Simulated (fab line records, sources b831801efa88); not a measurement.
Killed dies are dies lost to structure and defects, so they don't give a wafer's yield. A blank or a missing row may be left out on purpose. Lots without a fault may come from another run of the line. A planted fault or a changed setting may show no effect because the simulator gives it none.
fab line records | flow sky130
record lots=15 wafers=45 last_day=50
route steps=708 shown VIA4@652 METAL5@677 PASSIVATION@681
lots that met no fault: from a run of the same line without faults
start_h: hours from the record's first day to the start of the lot's first wafer shown | wait_h: hours since the lot's step before | " the same as in the row above | L1.1+2: a row that stands for several wafers | - no value, or no start given | * or withheld: withheld | < > ~ a bound
route shown NAME@n: a module of which the file shows steps, and the number in the route of the first | usual: mean/standard deviation of fault-free wafers | same: alike in all rows | chamber/n: place in a boat | sites: the reading at each site | _std_site: their standard deviation | _edge_site: outer sites' mean less inner sites' | radius_mm: how far each site lies from the wafer's centre | mask NAME#n: copy n | behind: the tool/chamber that last shaped the wafer | hold: why the lot was held/for how many hours/how that ended | device: the transistor (n, p or np) that didn't switch | end of line: the same wafers' tests at the end of the route | a step without rows: its recipe alone | killed: dies lost to structure and defects at the first sort, not the wafer's yield | map: a wafer's dies, x killed, . not, _ none there
set.NAME: the setting as run; set.NAME@STEP: as run at that earlier step | model.NAME: the simulator's own value behind a step, which no gauge read
steps of the route over a sample of lots; a table a step, a row a wafer
services: from which hour (start_h, from the record's first day; less than 0 if before it) a tool's chamber was out of use, for how many hours, and why
## steps
# step SKY_VIA4_STRIP_13
# recipe chemistry=O2/N2 power_w=1400 pressure_mtorr=1500 platen_temp_c=withheld o2_flow_sccm=3000 n2_flow_sccm=300 overash_fraction=0.5
# usual drypump_motor_current_A=5.65/0.18 oes_product_au=0.709/0.0048 strip_time_to_endpoint_s=12.801/0.029
# columns lot.wafer tool chamber start_h wait_h drypump_motor_current_A oes_product_au rf_hours_counter_h strip_time_to_endpoint_s
L454.4 plasma_asher-01 1 1016.71 - 5.75 0.712 - 12.818
L454.5 " 0 " " 5.47 0.702 - 12.780
L454.6 " 1 " " 5.75 0.712 - 12.809
L455.1 plasma_asher-03 0 1027.99 - 5.78 0.704 27 12.778
L455.2 " 1 " " 5.43 0.713 27 12.827
L455.4 " 1 " " 5.44 0.719 - 12.823
L456.1 plasma_asher-03 1 1033.38 - 5.43 0.709 27 12.801
L456.2 " 0 " " 5.88 0.707 27 12.776
L456.5 " 1 " " 5.41 0.710 - 12.774
L458.2 plasma_asher-03 0 1042.18 - 5.82 0.709 28 12.785
L458.3 " 1 " " 5.41 0.710 - 12.797
L458.6 " 1 " " 5.42 0.711 - 12.814
L459.1 plasma_asher-04 0 1051.33 - 5.75 0.703 122 12.832
L459.3 " 1 " " 5.84 0.705 - 12.782
L459.6 " 0 " " 5.73 0.717 - 12.770
L461.4 plasma_asher-01 0 1059.88 - 5.49 0.706 - 12.737
L461.5 " 1 " " 5.74 0.699 - 12.773
L461.6 " 0 " " 5.47 0.709 - 12.773
L466.3 plasma_asher-01 1 1089.41 - 5.75 0.707 - 12.832
L466.4 " 0 " " 5.50 0.706 - 12.798
L466.6 " 1 " " 5.76 0.703 - 12.821
L467.2 plasma_asher-03 0 1101.73 - 5.83 0.715 35 12.826
L467.4 " 1 " " 5.38 0.708 - 12.842
L467.6 " 0 " " 5.86 0.706 - 12.822
L468.4 plasma_asher-04 1 1108.06 - 5.86 0.708 - 12.789
L468.5 " 0 " " 5.76 0.707 - 12.811
L468.6 " 1 " " 5.86 0.712 - 12.756
L469.1 plasma_asher-01 1 1113.64 - 5.74 0.722 69 12.793
L469.5 " 0 " " 5.49 0.707 - 12.836
L469.6 " 1 " " 5.76 0.705 - 12.808
L472.1 plasma_asher-01 1 1121.83 - 5.73 0.711 70 12.830
L472.4 " 0 " " 5.51 0.704 - 12.822
L472.6 " 1 " " 5.72 0.713 - 12.769
L473.1 plasma_asher-04 1 1127.28 - 5.85 0.713 6 12.837
L473.3 " 1 " " 5.86 0.710 - 12.845
L473.4 " 0 " " 5.76 0.715 - 12.779
L474.1 plasma_asher-01 1 1139.43 - 5.74 0.703 71 12.789
L474.3 " 0 " " 5.48 0.712 - 12.836
L474.6 " 0 " " 5.49 0.711 - 12.778
L475.1 plasma_asher-01 0 1146.79 - 5.49 0.712 72 12.784
L475.2 " 1 " " 5.71 0.711 72 12.808
L475.3 " 0 " " 5.46 0.709 - 12.778
L476.3 plasma_asher-03 1 1153.47 - 5.40 0.708 - 12.770
L476.4 " 0 " " 5.85 0.703 - 12.764
L476.6 " 0 " " 5.84 0.707 - 12.830
# step SKY_VIA4_CVD_18
# recipe material=W target_thk_nm=505 time_s=152.14 temp_c=400 pressure_torr=40
# usual chamber_pressure_Torr=40.00/0.087 heater_power_outer_w=496/25 heater_power_w=816/76 time_s=152.14/0
# columns lot.wafer tool chamber start_h wait_h chamber_pressure_Torr heater_power_outer_w heater_power_w time_s
L454.4 cvd_w-01 0 1017.38 0.1 39.96 531 880 152.14
L454.5 " 1 " " 40.01 529 898 152.14
L454.6 " 0 " " 39.86 517 862 152.14
L455.1 cvd_w-02 0 1028.65 0.0 40.10 472 723 152.14
L455.2 " 1 " " 40.02 462 784 152.14
L455.4 " 1 " " 39.96 466 776 152.14
L456.1 cvd_w-01 1 1034.04 0.0 40.02 524 912 152.14
L456.2 " 0 " " 40.11 521 845 152.14
L456.5 " 1 " " 39.98 536 914 152.14
L458.2 cvd_w-02 1 1042.83 0.0 39.88 472 788 152.14
L458.3 " 0 " " 39.98 482 716 152.14
L458.6 " 1 " " 39.97 453 777 152.14
L459.1 cvd_w-02 0 1051.98 0.0 39.93 485 705 152.14
L459.3 " 0 " " 39.91 475 722 152.14
L459.6 " 0 " " 39.97 477 710 152.14
L461.4 cvd_w-01 0 1060.58 0.1 39.99 528 877 152.14
L461.5 " 0 " " 39.95 521 871 152.14
L461.6 " 1 " " 40.01 530 909 152.14
L466.3 cvd_w-02 1 1090.13 0.1 - - - -
L466.4 " 0 " " - - - -
L466.6 " 0 " " - - - -
L467.2 cvd_w-02 1 1102.38 0.0 - - - -
L467.4 " 0 " " - - - -
L467.6 " 0 " " - - - -
L468.4 cvd_w-01 1 1108.84 0.2 - - - -
L468.5 " 1 " " - - - -
L468.6 " 1 " " - - - -
L469.1 cvd_w-02 1 1114.30 0.0 39.88 468 791 152.14
L469.5 " 1 " " 40.07 468 794 152.14
L469.6 " 0 " " 40.09 465 711 152.14
L472.1 cvd_w-01 1 1122.49 0.0 40.01 537 936 152.14
L472.4 " 0 " " 40.00 513 872 152.14
L472.6 " 1 " " 39.98 531 896 152.14
L473.1 cvd_w-01 0 1128.37 0.0 40.01 506 870 152.14
L473.3 " 0 " " 40.10 531 864 152.14
L473.4 " 1 " " 40.10 541 929 152.14
L474.1 cvd_w-02 0 1140.09 0.0 39.85 478 735 152.14
L474.3 " 1 " " 39.95 466 756 152.14
L474.6 " 0 " " 39.88 474 710 152.14
L475.1 cvd_w-02 1 1148.07 0.0 39.87 468 783 152.14
L475.2 " 0 " " 40.03 476 741 152.14
L475.3 " 1 " " 40.03 468 798 152.14
L476.3 cvd_w-02 0 1154.14 0.1 40.08 481 737 152.14
L476.4 " 1 " " 39.88 473 784 152.14
L476.6 " 0 " " 39.97 476 714 152.14
# step SKY_VIA4_RS_MEAS_19
# recipe thk_meas_gauge=four-point-probe reads=W_of_VIA4_CVD_18+TiN_of_VIA4_SPUTTER_17
# usual VIA4_W_RS=0.2279/0.0023
# columns lot.wafer tool chamber start_h wait_h VIA4_W_RS[ohm/sq]
L454.4 film_metro-03 - 1017.54 0.1 0.2314
L454.5 " - " " 0.2247
L454.6 " - " " 0.2295
L455.1 film_metro-04 - 1028.80 0.1 0.2259
L455.2 " - " " 0.2268
L455.4 " - " " 0.2280
L456.1 film_metro-01 - 1034.19 0.1 0.2274
L456.2 " - " " 0.2300
L456.5 " - " " 0.2276
L458.2 film_metro-03 - 1043.00 0.1 0.2266
L458.3 " - " " 0.2260
L458.6 " - " " 0.2283
L459.1 film_metro-01 - 1052.13 0.1 0.2271
L459.3 " - " " 0.2258
L459.6 " - " " 0.2272
L461.4 film_metro-01 - 1060.74 0.1 0.2297
L461.5 " - " " 0.2306
L461.6 " - " " 0.2294
L466.3 film_metro-01 - 1090.27 0.1 58.786
L466.4 " - " " 57.306
L466.6 " - " " 58.824
L467.2 film_metro-03 - 1102.56 0.1 58.840
L467.4 " - " " 58.467
L467.6 " - " " 58.409
L468.4 film_metro-04 - 1109.05 0.2 56.975
L468.5 " - " " 57.054
L468.6 " - " " 57.854
L469.1 film_metro-01 - 1114.45 0.1 0.2303
L469.5 " - " " 0.2290
L469.6 " - " " 0.2262
L472.1 film_metro-03 - 1122.65 0.1 0.2296
L472.4 " - " " 0.2328
L472.6 " - " " 0.2318
L473.1 film_metro-03 - 1128.52 0.1 0.2272
L473.3 " - " " 0.2299
L473.4 " - " " 0.2283
L474.1 film_metro-01 - 1140.24 0.1 0.2261
L474.3 " - " " 0.2239
L474.6 " - " " 0.2255
L475.1 film_metro-04 - 1148.23 0.1 0.2288
L475.2 " - " " 0.2258
L475.3 " - " " 0.2258
L476.3 film_metro-03 - 1154.28 0.1 0.2278
L476.4 " - " " 0.2294
L476.6 " - " " 0.2279
# step SKY_VIA4_THK_MEAS_20
# recipe thk_meas_gauge=xrf reads=W_of_VIA4_CVD_18
# usual VIA4_W_THK=496/6.6
# columns lot.wafer tool chamber start_h wait_h VIA4_W_THK[nm]
L454.4 film_metro-03 - 1017.63 0.1 487
L454.5 " - " " 501
L454.6 " - " " 492
L455.1 film_metro-04 - 1028.92 0.1 497
L455.2 " - " " 499
L455.4 " - " " 493
L456.1 film_metro-01 - 1034.31 0.1 504
L456.2 " - " " 500
L456.5 " - " " 503
L458.2 film_metro-03 - 1043.11 0.1 498
L458.3 " - " " 504
L458.6 " - " " 498
L459.1 film_metro-01 - 1052.25 0.1 502
L459.3 " - " " 507
L459.6 " - " " 501
L461.4 film_metro-01 - 1060.83 0.1 492
L461.5 " - " " 491
L461.6 " - " " 496
L466.3 film_metro-01 - 1090.37 0.1 <0
L466.4 " - " " -
L466.6 " - " " -
L467.2 film_metro-03 - 1102.67 0.1 -
L467.4 " - " " <0
L467.6 " - " " -
L468.4 film_metro-04 - 1109.14 0.1 -
L468.5 " - " " -
L468.6 " - " " -
L469.1 film_metro-01 - 1114.57 0.1 487
L469.5 " - " " 495
L469.6 " - " " 500
L472.1 film_metro-03 - 1122.77 0.1 494
L472.4 " - " " 486
L472.6 " - " " 486
L473.1 film_metro-03 - 1128.64 0.1 493
L473.3 " - " " 487
L473.4 " - " " 493
L474.1 film_metro-01 - 1140.36 0.1 506
L474.3 " - " " 508
L474.6 " - " " 509
L475.1 film_metro-04 - 1148.35 0.1 491
L475.2 " - " " 496
L475.3 " - " " 496
L476.3 film_metro-03 - 1154.38 0.1 489
L476.4 " - " " 486
L476.6 " - " " 490
# step SKY_VIA4_CMP_21
# recipe stop_on=SiO2 t_overpolish_s=25 down_force_psi=3.5 platen_rpm=60 target_thk_nm=0 pad_velocity_m_s=0.94248
# usual motor_current_A=11.3/1 time_to_endpoint_s=121/3.6
# columns lot.wafer tool chamber start_h wait_h motor_current_A time_to_endpoint_s
L454.4 cmp-01 0 1017.75 0.1 10.4 121
L454.6 " 0 " " 10.7 121
L454.5 " 1 " " 11.2 126
L455.2 cmp-01 3 1028.98 0.0 11.7 125
L455.1 " 0 " " 11.4 120
L455.4 " 1 " " 11.4 127
L456.1 cmp-02 0 1034.47 0.1 9.4 121
L456.2 " 1 " " 12.6 114
L456.5 " 3 " " 11.4 119
L458.3 cmp-02 2 1043.85 0.7 12.3 117
L458.2 " 0 " " 9.3 120
L458.6 " 2 " " 12.6 119
L459.1 cmp-01 0 1052.74 0.5 10.6 122
L459.3 " 2 " " 10.4 123
L459.6 " 1 " " 12.3 122
L461.4 cmp-01 1 1060.98 0.1 11.4 117
L461.6 " 1 " " 11.0 119
L461.5 " 2 " " 10.6 117
L466.3 cmp-02 0 1090.41 0.0 9.6 5
L466.4 " 2 " " 12.3 6
L466.6 " 0 " " 9.0 5
L467.4 cmp-01 1 1102.77 0.1 11.4 8
L467.2 " 3 " " 12.2 6
L467.6 " 1 " " 11.4 8
L468.4 cmp-01 0 1109.17 0.0 11.1 6
L468.5 " 0 " " 10.7 7
L468.6 " 1 " " 11.4 6
L469.1 cmp-01 3 1115.03 0.4 11.2 116
L469.6 " 0 " " 10.8 121
L469.5 " 1 " " 11.7 122
L472.1 cmp-01 0 1122.88 0.1 10.6 124
L472.4 " 2 " " 10.4 119
L472.6 " 0 " " 11.6 118
L473.3 cmp-01 0 1128.70 0.0 10.5 118
L473.1 " 1 " " 11.4 124
L473.4 " 3 " " 11.2 117
L474.1 cmp-01 0 1140.42 0.1 10.7 117
L474.3 " 3 " " 12.1 125
L474.6 " 1 " " 11.5 124
L475.1 cmp-02 1 1148.41 0.1 13.2 120
L475.3 " 3 " " 12.0 127
L475.2 " 0 " " 9.6 128
L476.4 cmp-01 0 1154.42 0.0 11.5 117
L476.3 " 1 " " 11.5 123
L476.6 " 1 " " 11.2 123
# step SKY_METAL5_STRIP_16
# recipe chemistry=O2/N2 power_w=1400 pressure_mtorr=1500 platen_temp_c=withheld o2_flow_sccm=3000 n2_flow_sccm=300 overash_fraction=0.5
# usual drypump_motor_current_A=5.67/0.18 oes_product_au=0.710/0.0047 strip_time_to_endpoint_s=13.05/0.12
# columns lot.wafer tool chamber start_h wait_h drypump_motor_current_A oes_product_au rf_hours_counter_h strip_time_to_endpoint_s
L454.4 plasma_asher-01 0 1041.12 0.1 5.49 0.713 - 13.23
L454.5 " 0 " " 5.51 0.714 - 13.19
L454.6 " 1 " " 5.73 0.710 - 12.94
L455.1 plasma_asher-02 1 1051.44 0.2 5.88 0.716 90 13.17
L455.2 " 0 " " 5.60 0.703 90 13.01
L455.4 " 1 " " 5.86 0.709 - 12.99
L456.1 plasma_asher-03 0 1057.14 0.2 5.81 0.709 30 13.23
L456.2 " 1 " " 5.45 0.706 30 12.82
L456.5 " 1 " " 5.43 0.708 - 12.89
L458.2 plasma_asher-02 0 1065.99 0.2 5.62 0.705 92 12.97
L458.3 " 1 " " 5.90 0.718 - 12.86
L458.6 " 0 " " 5.60 0.710 - 12.88
L459.1 plasma_asher-02 0 1075.34 0.2 5.61 0.706 93 13.12
L459.3 " 0 " " 5.60 0.706 - 12.97
L459.6 " 1 " " 5.87 0.710 - 13.06
L461.4 plasma_asher-01 1 1082.93 0.1 5.74 0.714 - 12.91
L461.5 " 1 " " 5.71 0.708 - 12.79
L461.6 " 0 " " 5.48 0.709 - 12.88
L469.1 plasma_asher-03 0 1135.49 0.2 5.92 0.721 38 13.21
L469.5 " 0 " " 5.87 0.711 - 13.07
L469.6 " 1 " " 5.44 0.713 - 13.25
L472.1 plasma_asher-01 0 1142.19 0.2 5.47 0.716 71 13.16
L472.4 " 1 " " 5.72 0.711 - 13.24
L472.6 " 1 " " 5.72 0.702 - 13.18
L473.1 plasma_asher-02 0 1147.74 0.2 5.61 0.710 99 13.23
L473.3 " 0 " " 5.60 0.700 - 13.27
L473.4 " 1 " " 5.86 0.707 - 13.05
L474.1 plasma_asher-01 0 1159.04 0.2 5.49 0.707 73 12.93
L474.3 " 0 " " 5.48 0.704 - 13.20
L474.6 " 0 " " 5.49 0.716 - 13.24
L475.1 plasma_asher-02 0 1167.79 0.2 5.61 0.716 100 13.07
L475.2 " 1 " " 5.84 0.713 100 13.10
L475.3 " 1 " " 5.86 0.711 - 13.22
L476.3 plasma_asher-02 1 1172.48 0.1 5.86 0.699 - 12.95
L476.4 " 0 " " 5.61 0.710 - 12.97
L476.6 " 0 " " 5.63 0.699 - 12.94
# step SKY_PASSIVATION_CVD_00
# recipe material=SiO2 target_thk_nm=90 temp_c=400 time_s=withheld rf_w=600
# usual heater_power_outer_w=356/52 heater_power_w=628/85
# columns lot.wafer tool chamber start_h wait_h heater_power_outer_w heater_power_w
L454.4 pecvd-03 0 1041.72 0.0 440 757
L454.5 " 1 " " 276 470
L454.6 " 2 " " 403 690
L455.1 pecvd-01 1 1052.11 0.0 361 643
L455.2 " 2 " " 363 674
L455.4 " 1 " " 367 623
L456.1 pecvd-01 1 1057.74 0.0 348 619
L456.2 " 2 " " 345 652
L456.5 " 2 " " 347 634
L458.2 pecvd-01 0 1066.60 0.0 358 619
L458.3 " 1 " " 355 630
L458.6 " 0 " " 366 631
L459.1 pecvd-02 2 1075.94 0.0 340 622
L459.3 " 1 " " 306 571
L459.6 " 2 " " 346 629
L461.4 pecvd-01 0 1083.53 0.0 375 642
L461.5 " 1 " " 303 540
L461.6 " 2 " " 362 672
L469.1 pecvd-02 0 1136.18 0.0 374 644
L469.5 " 1 " " 345 616
L469.6 " 0 " " 395 655
L472.1 pecvd-03 2 1142.96 0.0 461 805
L472.4 " 2 " " 469 794
L472.6 " 0 " " 491 814
L473.1 pecvd-02 2 1148.33 0.0 325 598
L473.3 " 0 " " 353 611
L473.4 " 0 " " 359 607
L474.1 pecvd-01 1 1160.13 0.0 280 516
L474.3 " 2 " " 417 744
L474.6 " 1 " " 282 526
L475.1 pecvd-03 2 1168.53 0.0 462 791
L475.2 " 1 " " 268 454
L475.3 " 0 " " 439 767
L476.3 pecvd-02 2 1173.03 0.0 341 612
L476.4 " 0 " " 382 645
L476.6 " 1 " " 336 605
## services
# columns tool chamber start_h hours kind
pecvd-02 1 995.60 2.1 scheduled_down
pecvd-02 1 999.38 - clean
pecvd-02 1 999.38 - consumable_replace:showerhead
pecvd-02 1 999.38 29.0 scheduled_down
plasma_asher-02 - 1001.02 6.4 repair
pecvd-01 - 1001.20 5.6 repair
cvd_w-01 0 1005.84 2.9 repair
pecvd-01 - 1012.35 3.3 repair
cvd_w-02 1 1021.33 5.4 repair
cmp-01 - 1042.19 10.5 pm
cmp-02 - 1054.84 4.6 pm
plasma_asher-04 - 1055.25 9.0 pm
plasma_asher-02 - 1081.60 10.9 repair
cmp-02 - 1084.12 4.0 pm
plasma_asher-02 - 1094.85 2.6 repair
plasma_asher-04 - 1094.92 4.0 repair
cvd_w-01 - 1097.49 0.8 repair
cmp-02 - 1099.61 0.3 repair
cmp-02 - 1100.02 0.6 repair
cvd_w-01 0 1106.03 15.8 repair
pecvd-01 - 1123.21 2.7 repair
pecvd-01 - 1128.81 2.8 pm
plasma_asher-01 - 1132.28 2.8 pm
pecvd-02 - 1164.85 1.5 repair
## key
first_sign step=SKY_VIA4_CVD_18 reading=tool_record direction=missing
effect step=SKY_VIA4_RS_MEAS_19 reading=VIA4_W_RS direction=up sigmas=99+ usual=0.2279 struck=58.057
effect step=SKY_VIA4_THK_MEAS_20 reading=VIA4_W_THK direction=missing
effect step=SKY_VIA4_CMP_21 reading=time_to_endpoint_s direction=down sigmas=32 usual=* struck=*
met_at SKY_VIA4_CVD_18
struck_lots L466,L467,L468
later_rows_left_out L466.3,L466.4,L466.6,L467.2,L467.4,L467.6,L468.4,L468.5,L468.6
sort_left_out L466.3,L466.4,L466.6,L467.2,L467.4,L467.6,L468.4,L468.5,L468.6
not_acting_at SKY_VIA4_STRIP_13,SKY_METAL5_STRIP_16,SKY_PASSIVATION_CVD_00
onset_between 1060.58 1090.13
fault kind=skipped_step_whole tool=cvd_w-01,cvd_w-02 chamber=- onset_h=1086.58 steps=SKY_VIA4_CVD_18 scope=struck_lots_only
# sort_left_out: the simulated sort isn't trusted on such a fault, so these wafers' sort isn't shown, and their yield isn't known
# later_rows_left_out: the simulator's readings of these wafers behind a module that went badly wrong aren't trusted and aren't shown, but for the sort
